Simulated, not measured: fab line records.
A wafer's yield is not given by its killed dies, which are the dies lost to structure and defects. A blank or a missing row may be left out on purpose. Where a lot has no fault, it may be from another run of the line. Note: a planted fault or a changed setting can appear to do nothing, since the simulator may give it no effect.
The tool behind it: which one? | flow gf180mcu | 11 lots, 33 wafers sampled, at 6 steps of a route of 602

WHAT EACH GAUGE READ, for each wafer
GF_NSD_OVL_MEAS_08.
lot  | measured     | on         | NSD_OVL (nm)
L929 | day 14 06:30 | overlay-01 | 0.1 0.5 -1.1
L932 | day 14 23:18 | overlay-01 | 0.3 1.7 0.4
L933 | day 15 20:01 | overlay-01 | -1.1 0.4 0.7
L934 | day 15 22:20 | overlay-01 | 1.8 -0.1 0.8
L940 | day 17 20:52 | overlay-01 | -1.9 -1.7 -2.4
L942 | day 18 17:49 | overlay-01 | 1.4 -0.9 0.3
L943 | day 19 01:01 | overlay-02 | 0.4 0.2 0.4
L944 | day 19 08:04 | overlay-02 | -0.8 -1.3 0.6
L945 | day 19 22:23 | overlay-02 | 0.5 1.0 2.0
L947 | day 20 07:26 | overlay-01 | 0.2 0.3 1.4
L949 | day 21 00:17 | overlay-02 | 1.2 1.8 1.0

GF_PSD_RS_MEAS_14: measures by four-point-probe.
lot  | measured     | on            | NSD_RS (ohm/sq)
L929 | day 15 04:43 | film-metro-02 | 46.05 46.23 46.11
L932 | day 15 21:09 | film-metro-02 | 46.03 46.07 46.05
L933 | day 16 19:41 | film-metro-04 | 46.10 46.19 46.10
L934 | day 16 22:41 | film-metro-03 | 46.17 46.16 46.07
L940 | day 18 21:27 | film-metro-02 | 46.08 46.22 46.10
L942 | day 19 18:16 | film-metro-03 | 45.08 45.06 44.92 44.95 44.94 44.93
L943 | day 20 01:53 | film-metro-02 | 44.91 44.80 44.87 44.96 44.87 44.84
L944 | day 20 08:25 | film-metro-04 | 46.07 46.11 46.21
L945 | day 20 22:19 | film-metro-02 | 45.91 46.01 46.10
L947 | day 21 08:20 | film-metro-03 | 46.19 46.12 46.22
L949 | day 22 01:44 | film-metro-02 | 46.10 46.05 46.03

WHAT TOOL EACH LOT RAN ON (gives the tool, then ch and the chambers of the sampled wafers, and finally the start)
lot  | GF_POLY_GATE_STRIP_14                | GF_HV_LDD_ETCHBACK_58              | GF_NSD_IMPLANT_09               | GF_NSD_STRIP_11
L929 | plasma-asher-03 ch 1, day 9 20:54    | rie-diel-03 ch 0,1,3, day 13 10:06 | implanter-01 ch 0, day 14 06:34 | plasma-asher-04 ch 1, day 14 06:50
L932 | plasma-asher-03 ch 0,1, day 10 15:17 | rie-diel-02 ch 1,2, day 14 02:28   | implanter-03 ch 0, day 14 23:20 | plasma-asher-01 ch 0,1, day 14 23:38
L933 | plasma-asher-03 ch 0,1, day 11 10:09 | rie-diel-01 ch 0,1,3, day 14 23:14 | implanter-02 ch 0, day 15 20:04 | plasma-asher-04 ch 0,1, day 15 20:22
L934 | plasma-asher-02 ch 0,1, day 11 10:56 | rie-diel-03 ch 0,1,2, day 15 00:37 | implanter-03 ch 0, day 15 22:22 | plasma-asher-01 ch 0,1, day 15 22:40
L940 | plasma-asher-03 ch 0,1, day 13 01:11 | rie-diel-01 ch 0,2,3, day 16 21:23 | implanter-01 ch 0, day 17 20:55 | plasma-asher-04 ch 1, day 17 21:13
L942 | plasma-asher-03 ch 1, day 13 21:14   | rie-diel-03 ch 2,3, day 17 18:11   | implanter-03 ch 0, day 18 17:52 | plasma-asher-04 ch 0,1, day 18 18:10
L943 | plasma-asher-03 ch 1, day 14 01:59   | rie-diel-03 ch 0,3, day 18 01:33   | implanter-03 ch 0, day 19 01:04 | plasma-asher-03 ch 1, day 19 01:22
L944 | plasma-asher-01 ch 0,1, day 14 08:56 | rie-diel-03 ch 0,1,3, day 18 09:19 | implanter-01 ch 0, day 19 08:07 | plasma-asher-04 ch 0,1, day 19 08:25
L945 | plasma-asher-01 ch 0,1, day 14 19:14 | rie-diel-01 ch 0,1,2, day 18 21:55 | implanter-01 ch 0, day 19 22:25 | plasma-asher-01 ch 0,1, day 19 22:43
L947 | plasma-asher-02 ch 0,1, day 15 02:55 | rie-diel-02 ch 0,2, day 19 07:52   | implanter-02 ch 0, day 20 07:28 | plasma-asher-03 ch 0,1, day 20 07:46
L949 | plasma-asher-02 ch 0,1, day 15 17:44 | rie-diel-02 ch 1,2,3, day 20 00:17 | implanter-01 ch 0, day 21 00:19 | plasma-asher-01 ch 0,1, day 21 00:37
- GF_POLY_GATE_STRIP_14: strips in O2/N2.
- GF_HV_LDD_ETCHBACK_58: etches Si3N4 in CH3F/O2, stops on SiO2, time 100 s, target depth 90 nm.
- GF_NSD_IMPLANT_09
- GF_NSD_STRIP_11: strips in O2/N2.

WHAT THE TOOLS THEMSELVES READ (means of the sampled wafers that have a number; where no wafer has one, the mark that the record gives instead)
GF_POLY_GATE_STRIP_14.
lot  | tool            | drypump-motor-current-A (A) | heater-power-w (W) | oes-product-au (a.u.)
L929 | plasma-asher-03 | 5.7                         | 370                | 0.507
L932 | plasma-asher-03 | 5.7                         | 363                | 0.505
L933 | plasma-asher-03 | 5.7                         | 347                | 0.502
L934 | plasma-asher-02 | 5.6                         | 343                | 0.507
L940 | plasma-asher-03 | 5.7                         | 340                | 0.503
L942 | plasma-asher-03 | 5.7                         | 370                | 0.506
L943 | plasma-asher-03 | 5.7                         | 371                | 0.506
L944 | plasma-asher-01 | 5.7                         | 303                | 0.507
L945 | plasma-asher-01 | 5.7                         | 297                | 0.503
L947 | plasma-asher-02 | 5.7                         | 348                | 0.507
L949 | plasma-asher-02 | 5.6                         | 337                | 0.502

GF_HV_LDD_ETCHBACK_58.
lot  | tool        | ch3f-flow-sccm (sccm) | drypump-motor-current-A (A) | oes-product-au (a.u.) | throttle-valve-pct (%)
L929 | rie-diel-03 | 40.04                 | 5.8                         | 0.840                 | 10.562
L932 | rie-diel-02 | 39.99                 | 5.5                         | 0.850                 | 10.562
L933 | rie-diel-01 | 40.06                 | 5.6                         | 0.834                 | 10.568
L934 | rie-diel-03 | 39.99                 | 5.7                         | 0.851                 | 10.559
L940 | rie-diel-01 | 40.01                 | 5.5                         | 0.849                 | 10.564
L942 | rie-diel-03 | 39.98                 | 6.1                         | 0.851                 | 10.566
L943 | rie-diel-03 | 39.87                 | 5.9                         | 0.837                 | 10.567
L944 | rie-diel-03 | 39.98                 | 5.8                         | 0.846                 | 10.560
L945 | rie-diel-01 | 40.03                 | 5.4                         | 0.844                 | 10.564
L947 | rie-diel-02 | 39.91                 | 5.8                         | 0.834                 | 10.568
L949 | rie-diel-02 | 39.98                 | 5.6                         | 0.847                 | 10.570

GF_NSD_IMPLANT_09.
lot  | tool         | beam-on-s (s) | dose-ions-cm2
L929 | implanter-01 | 19.1          | 4e+15
L932 | implanter-03 | 19.3          | 4e+15
L933 | implanter-02 | 20.1          | 4e+15
L934 | implanter-03 | 19.2          | 4e+15
L940 | implanter-01 | 18.8          | 4e+15
L942 | implanter-03 | 24.2          | 5e+15
L943 | implanter-03 | 24.5          | 5e+15
L944 | implanter-01 | 19.0          | 4e+15
L945 | implanter-01 | 18.6          | 4e+15
L947 | implanter-02 | 20.1          | 4e+15
L949 | implanter-01 | 18.8          | 4e+15

GF_NSD_STRIP_11.
lot  | tool            | drypump-motor-current-A (A) | heater-power-w (W) | oes-product-au (a.u.) | strip-time-to-endpoint-s (s)
L929 | plasma-asher-04 | 5.7                         | 345                | 0.486                 | 22.95
L932 | plasma-asher-01 | 5.3                         | 294                | 0.490                 | 22.94
L933 | plasma-asher-04 | 5.8                         | 355                | 0.490                 | 22.95
L934 | plasma-asher-01 | 5.3                         | 298                | 0.489                 | 22.97
L940 | plasma-asher-04 | 5.8                         | 343                | 0.486                 | 22.93
L942 | plasma-asher-04 | 5.8                         | 352                | 0.476                 | 23.68
L943 | plasma-asher-03 | 5.7                         | 365                | 0.481                 | 23.77
L944 | plasma-asher-04 | 5.8                         | 351                | 0.485                 | 22.90
L945 | plasma-asher-01 | 5.3                         | 288                | 0.489                 | 22.91
L947 | plasma-asher-03 | 5.7                         | 345                | 0.483                 | 22.89
L949 | plasma-asher-01 | 5.7                         | 294                | 0.486                 | 22.94

THE ANSWER, worked out from the rows above alone
Rule: the lots themselves supply what counts as usual. Put in order of their means at a reading, lots are off if they are a third of the lots or fewer, leave a main group of 4 or more, and stand apart from it by a gap of 3 or more times the standard deviation of the main group's means; of several such gaps the widest counts. If all means in a main group match to the digits the tables above print for the reading, that group is not used. Also off: a lot with no number at a reading for which 4 or more lots have one. Where the step has rows for the other lots, those lots are counted as sound. Order of review: gauges by route order, followed by the tools' own readings, for which a lot's mean as printed above is used. The first step at which some lot is off is used, and at that step the reading that is off furthest; a lot without a number counts as furthest.
Off: L942, L943, at GF_PSD_RS_MEAS_14 (NSD_RS). Main group: mean 46.11 ohm/sq, sd 0.051.
A tool fits if, at a process step before that reading, it ran every lot that is off, and no sound lot after the first of them. Not tried: the gauges at GF_PSD_RS_MEAS_14; whatever is off there is also off at GF_NSD_IMPLANT_09, on other tools, and gauge error can't account for it. This does not decide it: 2 tools fit, namely plasma-asher-03 at GF_POLY_GATE_STRIP_14 and implanter-03 at GF_NSD_IMPLANT_09.

WHAT HAD BEEN PUT IN BY THE SIMULATOR
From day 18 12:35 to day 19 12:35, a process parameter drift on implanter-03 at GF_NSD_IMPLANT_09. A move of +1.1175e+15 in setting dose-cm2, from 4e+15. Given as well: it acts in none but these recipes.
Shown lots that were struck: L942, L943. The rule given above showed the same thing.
